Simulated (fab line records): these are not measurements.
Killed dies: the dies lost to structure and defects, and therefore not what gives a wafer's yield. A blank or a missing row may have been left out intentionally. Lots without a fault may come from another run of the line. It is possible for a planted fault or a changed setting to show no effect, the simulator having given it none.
One fault seen from 2 desks | flow sky130 | each desk holds nothing but its own numbers, with what lay behind them at the end

AT THE METROLOGY DESK
What the gauges read, lot by lot, whatever tool the lot ran on: means of the sampled wafers that have a number. If a lot's mean is further than 4 standard deviations from the usual mean, the lot is out of limits and carries the mark OUT (the distance appears in the brackets).
Columns: A = CAP2M_TIN_THK at SKY_CAP2M_THK_MEAS_04, usual 199.0 nm; B = VIA4_HDPCVD_THK at SKY_VIA4_THK_MEAS_01, usual 1749 nm
lot  | first seen here | A     | B
L819 | day 40 13:59    | 196.4 | 1732
L821 | day 41 05:59    | 195.9 | 1753
L822 | day 41 12:07    | 197.3 | 1409 (-20) OUT
L823 | day 42 07:06    | 200.0 | 1773
L824 | day 42 12:05    | 196.7 | 1392 (-21) OUT
L834 | day 44 16:46    | 203.4 | 1758
L837 | day 45 11:36    | 198.6 | 1746
L838 | day 45 17:39    | 200.0 | 1751
L839 | day 45 19:45    | 200.3 | 1762
L840 | day 46 00:13    | 200.1 | 1737
L842 | day 46 19:23    | 205.4 | 1735
This desk's result: L822, L824 out of limits, first on L822 (VIA4_HDPCVD_THK at SKY_VIA4_THK_MEAS_01), day 43 15:19. In limits: L819, L821, L823, L834, L837, L838, L839, L840, L842.

FOR THE TOOL OWNER'S DESK: hdpcvd-01
The tool's own readings at SKY_VIA4_HDPCVD_00 (deposits SiO2, target thk 1750 nm, time 291.7 s): means of the sampled wafers that have a number, for each lot that ran on this tool. If a lot's mean is further than 4 standard deviations from the usual mean, the lot is out of limits and carries the mark OUT (the distance appears in the brackets).
Columns: A = sih4_flow_sccm at SKY_VIA4_HDPCVD_00, usual 60.01 sccm
lot  | first seen here | A
L819 | day 42 16:22    | 59.94
L821 | day 43 08:37    | 60.00
L822 | day 43 15:07    | 48.05 (-70) OUT
L824 | day 44 12:46    | 47.86 (-71) OUT
L837 | day 47 08:31    | 60.10
L838 | day 47 13:46    | 60.05
L839 | day 47 16:26    | 59.95
L840 | day 47 19:03    | 60.00
L842 | day 48 13:52    | 59.91
This desk finds L822, L824 out of limits, L822 being first, at day 43 15:07 (sih4_flow_sccm at SKY_VIA4_HDPCVD_00). In limits: L819, L821, L837, L838, L839, L840, L842.

ALL TOGETHER
The tool owner's desk had the chance to raise an alarm at day 43 15:07 on L822, L824.
At day 43 15:19 the metrology desk could have sounded an alarm, on L822, L824.
On hdpcvd-01, each named lot ran SKY_VIA4_HDPCVD_00.

WHAT WAS PUT IN BY THE SIMULATOR
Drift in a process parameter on hdpcvd-01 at SKY_VIA4_HDPCVD_00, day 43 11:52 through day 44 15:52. Setting sih4_flow_sccm shifted by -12 from 60. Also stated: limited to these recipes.
Shown lots that were struck: L822, L824.
Fault start to first reading out of limits, in hours, per desk: tool owner, 3; metrology, 3.
